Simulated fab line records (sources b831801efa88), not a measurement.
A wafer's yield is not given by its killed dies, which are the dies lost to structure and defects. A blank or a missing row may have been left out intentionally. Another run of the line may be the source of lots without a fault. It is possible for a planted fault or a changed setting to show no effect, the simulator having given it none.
fab line records + flow sfq-line
[record]
- lots = 14
- wafers = 42
- last-day = 100
route steps=325 shown L0@3
lots with no fault: from the same line, run without faults
start-h: the number of hours between the record's first day and the start of the first shown wafer of the lot + wait-h: hours elapsed since this lot's preceding step + " identical to the entry in the row above + L1.1+2: several wafers, shown together as one row + - no value, or no start given + * or withheld: withheld + < > ~ a bound
route shown NAME@n: names a module that has steps shown in the file, with the first one's number in the route + usual: the fault-free wafers' mean and standard deviation + same: alike in all rows + chamber/n: place in a boat + sites: each site's reading + _std_site: the values' standard deviation + _edge_site: outer sites' mean less inner sites' + radius-mm: for every site, how far away it sits from the centre of the wafer + mask NAME#n: copy n + behind: tool/chamber where the wafer was last shaped + hold: what put the lot on hold/how long, in hours/how the hold closed + device: transistor that didn't switch, given as n, p or np + end of line: the tests these same wafers got at the end of their route + a step given without rows: its recipe and nothing more + killed: not the wafer's yield, but the dies lost to structure and defects at the first sort + map: a wafer's dies, marking killed ones x, the rest . and places with no die _
set.NAME: the run value of the setting; set.NAME@STEP: its run value at that earlier step + model.NAME: the simulator's own value behind a step, which no gauge read
a sample of lots followed through the steps of the route, with each step as a table and each wafer as a row
services: the hour from which a tool's chamber was out of use, counted from the record's first day as start-h (under 0 if before that day), plus the number of hours and why
[[steps]]
[step SFQ_TRILAYER_L0_DEP_SPUTTER_003]
[recipe]
- material = MoNx_KI
- base-pressure-pa = 1.33e-06
- target-thk-nm = 40
- power-w = 800
- time-s = 100
- chamber-pressure-pa = 0.4
[usual]
- base-pressure-pa = 1.34e-06/9e-08
- cathode-dc-power-W = 799.98/0.15
- chamber-pressure-pa = 0.4000/0.00083
- throttle-valve-pct = 30.0/1.2
| lot.wafer | tool           | chamber | start-h | wait-h | base-pressure-pa | cathode-dc-power-W | chamber-pressure-pa | throttle-valve-pct |
|-----------|----------------|---------|---------|--------|------------------|--------------------|---------------------|--------------------|
| L968.1    | pvd-sputter-04 | -       | 12.49   | 0.0    | 1.25e-06         | 800.22             | 0.4009              | 30.7               |
| L968.2    | "              | -       | "       | "      | 1.4e-06          | 799.96             | 0.3997              | 28.5               |
| L968.3    | "              | -       | "       | "      | 1.36e-06         | 799.92             | 0.3998              | 29.5               |
| L969.1    | pvd-sputter-06 | -       | 17.49   | 0.0    | 1.2e-06          | 799.99             | 0.4009              | 30.5               |
| L969.3    | "              | -       | "       | "      | 1.32e-06         | 799.97             | 0.3998              | 29.3               |
| L969.5    | "              | -       | "       | "      | 1.35e-06         | 799.84             | 0.4007              | 32.4               |
| L971.2    | pvd-sputter-05 | -       | 27.49   | 0.0    | 1.31e-06         | 799.93             | 0.4022              | 30.9               |
| L971.3    | "              | -       | "       | "      | 1.34e-06         | 800.03             | 0.3995              | 29.4               |
| L971.6    | "              | -       | "       | "      | 1.38e-06         | 799.94             | 0.3996              | 28.6               |
| L972.2    | pvd-sputter-05 | -       | 32.49   | 0.0    | 1.32e-06         | 800.09             | 0.3994              | 31.2               |
| L972.4    | "              | -       | "       | "      | 1.34e-06         | 799.92             | 0.3993              | 29.3               |
| L972.6    | "              | -       | "       | "      | 1.1e-06          | 800.27             | 0.4011              | 31.0               |
| L976.1    | pvd-sputter-06 | -       | 52.49   | 0.0    | 1.27e-06         | 799.84             | 0.4002              | 32.7               |
| L976.2    | "              | -       | "       | "      | 1.53e-06         | 799.84             | 0.3996              | 29.8               |
| L976.4    | "              | -       | "       | "      | 1.23e-06         | 800.33             | 0.3996              | 29.5               |
| L980.1    | pvd-sputter-04 | -       | 72.49   | 0.0    | 1.27e-06         | 800.19             | 0.4007              | 28.3               |
| L980.3    | "              | -       | "       | "      | 1.25e-06         | 799.92             | 0.3992              | 29.3               |
| L980.5    | "              | -       | "       | "      | 1.34e-06         | 799.82             | 0.4004              | 28.9               |
| L981.1    | pvd-sputter-06 | -       | 77.49   | 0.0    | 1.28e-06         | 799.89             | 0.3998              | 30.2               |
| L981.5    | "              | -       | "       | "      | 1.55e-06         | 799.90             | 0.3997              | 32.3               |
| L981.6    | "              | -       | "       | "      | 1.34e-06         | 799.88             | 0.3990              | 29.5               |
| L982.1    | pvd-sputter-06 | -       | 82.49   | 0.0    | 1.35e-06         | 800.03             | 0.4013              | 32.6               |
| L982.2    | "              | -       | "       | "      | 1.36e-06         | 799.91             | 0.3986              | 30.3               |
| L982.5    | "              | -       | "       | "      | 1.3e-06          | 800.01             | 0.4011              | 32.6               |
| L983.2    | pvd-sputter-04 | -       | 87.49   | 0.0    | 1.25e-06         | 799.88             | 0.4005              | 30.7               |
| L983.3    | "              | -       | "       | "      | 1.38e-06         | 799.84             | 0.4002              | 28.8               |
| L983.4    | "              | -       | "       | "      | 1.35e-06         | 800.14             | 0.4015              | 28.5               |
| L985.1    | pvd-sputter-06 | -       | 97.49   | 0.0    | 1.44e-06         | 799.84             | 0.3991              | 29.2               |
| L985.4    | "              | -       | "       | "      | 1.42e-06         | 799.95             | 0.3994              | 32.5               |
| L985.6    | "              | -       | "       | "      | 1.3e-06          | 800.02             | 0.4010              | 32.8               |
| L988.3    | pvd-sputter-05 | -       | 112.49  | 0.0    | -                | -                  | -                   | -                  |
| L988.4    | "              | -       | "       | "      | -                | -                  | -                   | -                  |
| L988.6    | "              | -       | "       | "      | -                | -                  | -                   | -                  |
| L989.2    | pvd-sputter-06 | -       | 117.49  | 0.0    | -                | -                  | -                   | -                  |
| L989.3    | "              | -       | "       | "      | -                | -                  | -                   | -                  |
| L989.4    | "              | -       | "       | "      | -                | -                  | -                   | -                  |
| L990.1    | pvd-sputter-05 | -       | 122.49  | 0.0    | 1.31e-06         | 799.87             | 0.3987              | 31.1               |
| L990.4    | "              | -       | "       | "      | 1.37e-06         | 799.98             | 0.4010              | 29.3               |
| L990.5    | "              | -       | "       | "      | 1.46e-06         | 799.97             | 0.3998              | 31.0               |
| L991.1    | pvd-sputter-05 | -       | 127.49  | 0.0    | 1.34e-06         | 800.00             | 0.3999              | 31.3               |
| L991.3    | "              | -       | "       | "      | 1.17e-06         | 800.09             | 0.3986              | 30.8               |
| L991.6    | "              | -       | "       | "      | 1.36e-06         | 799.89             | 0.4005              | 29.8               |
[step SFQ_L0_RS_MEAS_901]
[recipe]
- thk-meas-gauge = four-point-probe
- reads = MoNx_KI_of_TRILAYER_L0_DEP_SPUTTER_003
[usual]
- L0_MONX_KI_RS = 43.6/0.45
| lot.wafer | tool          | chamber | start-h | wait-h | L0_MONX_KI_RS[ohm/sq] |
|-----------|---------------|---------|---------|--------|-----------------------|
| L968.1    | film-metro-04 | -       | 12.56   | 0.0    | 43.0                  |
| L968.2    | "             | -       | "       | "      | 43.4                  |
| L968.3    | "             | -       | "       | "      | 43.4                  |
| L969.1    | film-metro-03 | -       | 17.56   | 0.0    | 43.8                  |
| L969.3    | "             | -       | "       | "      | 44.1                  |
| L969.5    | "             | -       | "       | "      | 44.1                  |
| L971.2    | film-metro-02 | -       | 27.58   | 0.1    | 43.6                  |
| L971.3    | "             | -       | "       | "      | 43.7                  |
| L971.6    | "             | -       | "       | "      | 43.7                  |
| L972.2    | film-metro-03 | -       | 32.58   | 0.1    | 42.9                  |
| L972.4    | "             | -       | "       | "      | 43.3                  |
| L972.6    | "             | -       | "       | "      | 43.4                  |
| L976.1    | film-metro-03 | -       | 52.56   | 0.0    | 44.1                  |
| L976.2    | "             | -       | "       | "      | 42.7                  |
| L976.4    | "             | -       | "       | "      | 43.7                  |
| L980.1    | film-metro-03 | -       | 72.56   | 0.0    | 42.8                  |
| L980.3    | "             | -       | "       | "      | 42.7                  |
| L980.5    | "             | -       | "       | "      | 43.2                  |
| L981.1    | film-metro-04 | -       | 77.56   | 0.0    | 44.3                  |
| L981.5    | "             | -       | "       | "      | 44.7                  |
| L981.6    | "             | -       | "       | "      | 44.2                  |
| L982.1    | film-metro-03 | -       | 82.56   | 0.0    | 43.9                  |
| L982.2    | "             | -       | "       | "      | 43.7                  |
| L982.5    | "             | -       | "       | "      | 44.0                  |
| L983.2    | film-metro-02 | -       | 87.58   | 0.1    | 43.6                  |
| L983.3    | "             | -       | "       | "      | 44.0                  |
| L983.4    | "             | -       | "       | "      | 43.5                  |
| L985.1    | film-metro-04 | -       | 97.56   | 0.0    | 44.3                  |
| L985.4    | "             | -       | "       | "      | 44.2                  |
| L985.6    | "             | -       | "       | "      | 44.1                  |
| L988.3    | film-metro-04 | -       | 112.60  | 0.1    | -                     |
| L988.4    | "             | -       | "       | "      | -                     |
| L988.6    | "             | -       | "       | "      | -                     |
| L989.2    | film-metro-03 | -       | 117.58  | 0.1    | -                     |
| L989.3    | "             | -       | "       | "      | -                     |
| L989.4    | "             | -       | "       | "      | -                     |
| L990.1    | film-metro-02 | -       | 122.56  | 0.0    | 43.2                  |
| L990.4    | "             | -       | "       | "      | 43.7                  |
| L990.5    | "             | -       | "       | "      | 43.0                  |
| L991.1    | film-metro-02 | -       | 127.60  | 0.1    | 43.4                  |
| L991.3    | "             | -       | "       | "      | 43.7                  |
| L991.6    | "             | -       | "       | "      | 44.3                  |
[step SFQ_L0_THK_MEAS_902]
[recipe]
- thk-meas-gauge = xrf
- reads = MoNx_KI_of_TRILAYER_L0_DEP_SPUTTER_003
[usual]
- L0_MONX_KI_THK = 39.4/0.48
| lot.wafer | tool          | chamber | start-h | wait-h | L0_MONX_KI_THK[nm] |
|-----------|---------------|---------|---------|--------|--------------------|
| L968.1    | film-metro-04 | -       | 12.68   | 0.1    | 39.8               |
| L968.2    | "             | -       | "       | "      | 39.5               |
| L968.3    | "             | -       | "       | "      | 39.3               |
| L969.1    | film-metro-03 | -       | 17.68   | 0.1    | 39.2               |
| L969.3    | "             | -       | "       | "      | 38.9               |
| L969.5    | "             | -       | "       | "      | 38.9               |
| L971.2    | film-metro-02 | -       | 27.69   | 0.1    | 39.5               |
| L971.3    | "             | -       | "       | "      | 39.8               |
| L971.6    | "             | -       | "       | "      | 39.6               |
| L972.2    | film-metro-03 | -       | 32.69   | 0.1    | 39.9               |
| L972.4    | "             | -       | "       | "      | 39.4               |
| L972.6    | "             | -       | "       | "      | 39.7               |
| L976.1    | film-metro-03 | -       | 52.68   | 0.1    | 38.8               |
| L976.2    | "             | -       | "       | "      | 40.3               |
| L976.4    | "             | -       | "       | "      | 39.3               |
| L980.1    | film-metro-03 | -       | 72.68   | 0.1    | 39.9               |
| L980.3    | "             | -       | "       | "      | 40.1               |
| L980.5    | "             | -       | "       | "      | 39.7               |
| L981.1    | film-metro-04 | -       | 77.68   | 0.1    | 38.6               |
| L981.5    | "             | -       | "       | "      | 38.5               |
| L981.6    | "             | -       | "       | "      | 38.7               |
| L982.1    | film-metro-03 | -       | 82.68   | 0.1    | 39.1               |
| L982.2    | "             | -       | "       | "      | 39.2               |
| L982.5    | "             | -       | "       | "      | 39.0               |
| L983.2    | film-metro-02 | -       | 87.69   | 0.1    | 39.6               |
| L983.3    | "             | -       | "       | "      | 39.0               |
| L983.4    | "             | -       | "       | "      | 39.8               |
| L985.1    | film-metro-04 | -       | 97.68   | 0.1    | 38.4               |
| L985.4    | "             | -       | "       | "      | 38.9               |
| L985.6    | "             | -       | "       | "      | 38.7               |
| L988.3    | film-metro-04 | -       | 112.70  | 0.1    | <0.0               |
| L988.4    | "             | -       | "       | "      | <0.0               |
| L988.6    | "             | -       | "       | "      | <0.0               |
| L989.2    | film-metro-03 | -       | 117.69  | 0.1    | <0.0               |
| L989.3    | "             | -       | "       | "      | <0.0               |
| L989.4    | "             | -       | "       | "      | <0.0               |
| L990.1    | film-metro-02 | -       | 122.68  | 0.1    | 40.2               |
| L990.4    | "             | -       | "       | "      | 39.7               |
| L990.5    | "             | -       | "       | "      | 40.1               |
| L991.1    | film-metro-02 | -       | 127.72  | 0.1    | 39.6               |
| L991.3    | "             | -       | "       | "      | 39.6               |
| L991.6    | "             | -       | "       | "      | 38.6               |
[step SFQ_TRILAYER_L0_ETCH_METAL_ETCH_008]
[recipe]
- target = MoNx_KI
- stop-on = SiO2
- mask-material = PR
- chemistry = SF6/O2
- target-depth-nm = 50
- icp-w = 600
- bias-w = 80
- pressure-mtorr = 10
- time-s = 25
[usual]
- drypump-motor-current-A = 6.0/0.43
- oes-product-au = 0.872/0.0068
| lot.wafer | tool         | chamber | start-h | wait-h | drypump-motor-current-A | oes-product-au | rf-hours-counter-h |
|-----------|--------------|---------|---------|--------|-------------------------|----------------|--------------------|
| L968.1    | rie-metal-02 | 1       | 86.33   | 0.0    | 6.3                     | 0.886          | 75                 |
| L968.2    | "            | 0       | "       | "      | 5.6                     | 0.872          | 29                 |
| L968.3    | "            | 0       | "       | "      | 5.6                     | 0.872          | -                  |
| L969.1    | rie-metal-02 | 1       | 96.05   | 0.0    | 6.3                     | 0.870          | 76                 |
| L969.3    | "            | 1       | "       | "      | 6.4                     | 0.867          | -                  |
| L969.5    | "            | 1       | "       | "      | 6.3                     | 0.874          | -                  |
| L971.2    | rie-metal-04 | 1       | 104.45  | 0.0    | 6.1                     | 0.877          | 137                |
| L971.3    | "            | 1       | "       | "      | 6.1                     | 0.867          | -                  |
| L971.6    | "            | 1       | "       | "      | 6.1                     | 0.870          | -                  |
| L972.2    | rie-metal-02 | 0       | 114.11  | 0.0    | 5.6                     | 0.888          | 32                 |
| L972.4    | "            | 1       | "       | "      | 6.3                     | 0.870          | -                  |
| L972.6    | "            | 1       | "       | "      | 6.4                     | 0.879          | -                  |
| L976.1    | rie-metal-02 | 0       | 136.91  | 0.0    | 5.6                     | 0.866          | 36                 |
| L976.2    | "            | 1       | "       | "      | 6.3                     | 0.886          | 83                 |
| L976.4    | "            | 1       | "       | "      | 6.3                     | 0.866          | -                  |
| L980.1    | rie-metal-04 | 1       | 158.42  | 0.0    | 6.1                     | 0.876          | 144                |
| L980.3    | "            | 1       | "       | "      | 6.1                     | 0.886          | -                  |
| L980.5    | "            | 0       | "       | "      | 6.7                     | 0.869          | -                  |
| L981.1    | rie-metal-04 | 0       | 164.42  | 0.0    | 6.7                     | 0.866          | 85                 |
| L981.5    | "            | 0       | "       | "      | 6.7                     | 0.854          | -                  |
| L981.6    | "            | 1       | "       | "      | 6.1                     | 0.864          | -                  |
| L982.1    | rie-metal-02 | 0       | 170.61  | 0.0    | 5.6                     | 0.865          | 42                 |
| L982.2    | "            | 1       | "       | "      | 6.4                     | 0.881          | 89                 |
| L982.5    | "            | 0       | "       | "      | 5.6                     | 0.864          | -                  |
| L983.2    | rie-metal-02 | 1       | 176.42  | 0.0    | 6.4                     | 0.879          | 92                 |
| L983.3    | "            | 1       | "       | "      | 6.4                     | 0.873          | -                  |
| L983.4    | "            | 0       | "       | "      | 5.6                     | 0.871          | -                  |
| L985.1    | rie-metal-02 | 1       | 187.45  | 0.0    | 6.3                     | 0.861          | 94                 |
| L985.4    | "            | 0       | "       | "      | 5.6                     | 0.868          | -                  |
| L985.6    | "            | 1       | "       | "      | 6.3                     | 0.874          | -                  |
| L988.3    | rie-metal-04 | 0       | 203.07  | 0.0    | 6.7                     | 0.995          | -                  |
| L988.4    | "            | 1       | "       | "      | 6.1                     | 0.987          | -                  |
| L988.6    | "            | 1       | "       | "      | 6.1                     | 0.996          | -                  |
| L989.2    | rie-metal-02 | 1       | 211.45  | 0.0    | 6.4                     | 0.984          | 98                 |
| L989.3    | "            | 1       | "       | "      | 6.4                     | 0.983          | -                  |
| L989.4    | "            | 0       | "       | "      | 5.6                     | 0.995          | -                  |
| L990.1    | rie-metal-03 | 0       | 222.31  | 0.1    | 6.0                     | 0.881          | 185                |
| L990.4    | "            | 0       | "       | "      | 6.0                     | 0.874          | -                  |
| L990.5    | "            | 0       | "       | "      | 6.0                     | 0.880          | -                  |
| L991.1    | rie-metal-03 | 0       | 225.91  | 0.1    | 6.0                     | 0.880          | 186                |
| L991.3    | "            | 0       | "       | "      | 6.0                     | 0.869          | -                  |
| L991.6    | "            | 0       | "       | "      | 6.0                     | 0.863          | -                  |
[[services]]
| tool           | chamber | start-h | hours | kind           |
|----------------|---------|---------|-------|----------------|
| rie-metal-03   | 1       | 14.07   | 18.9  | repair         |
| pvd-sputter-05 | -       | 14.22   | 1.7   | repair         |
| rie-metal-02   | -       | 22.50   | 14.6  | pm             |
| pvd-sputter-06 | -       | 30.41   | 9.2   | repair         |
| rie-metal-03   | 1       | 67.18   | -     | clean          |
| rie-metal-03   | 1       | 67.18   | 23.0  | scheduled-down |
| rie-metal-03   | 1       | 67.18   | 23.0  | vent-cycle     |
| pvd-sputter-04 | -       | 123.69  | 4.8   | repair         |
| rie-metal-03   | 0       | 128.06  | 51.6  | repair         |
| rie-metal-03   | 1       | 157.27  | 74.5  | repair         |
| rie-metal-04   | -       | 165.06  | 14.6  | pm             |
| pvd-sputter-04 | -       | 218.74  | 0.6   | repair         |
| pvd-sputter-05 | -       | 219.26  | 3.5   | repair         |
| pvd-sputter-06 | -       | 224.99  | 7.4   | repair         |
[[key]]
[first-sign]
- step = SFQ_TRILAYER_L0_DEP_SPUTTER_003
- reading = tool-record
- direction = missing
[effect]
- step = SFQ_L0_RS_MEAS_901
- reading = L0_MONX_KI_RS
- direction = missing
[effect]
- step = SFQ_L0_THK_MEAS_902
- reading = L0_MONX_KI_THK
- direction = down
- sigmas = 81
- usual = 39.4
- struck = <0.0
[effect]
- step = SFQ_TRILAYER_L0_ETCH_METAL_ETCH_008
- reading = oes-product-au
- direction = up
- sigmas = 17
- usual = 0.872
- struck = 0.990
met-at SFQ_TRILAYER_L0_DEP_SPUTTER_003
struck-lots L988,L989
onset-between 97.49 112.49
[fault]
- kind = skipped-step-whole
- tool = pvd-sputter-05,pvd-sputter-06
- chamber = -
- onset-h = 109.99
- steps = SFQ_TRILAYER_L0_DEP_SPUTTER_003
- scope = struck-lots-only
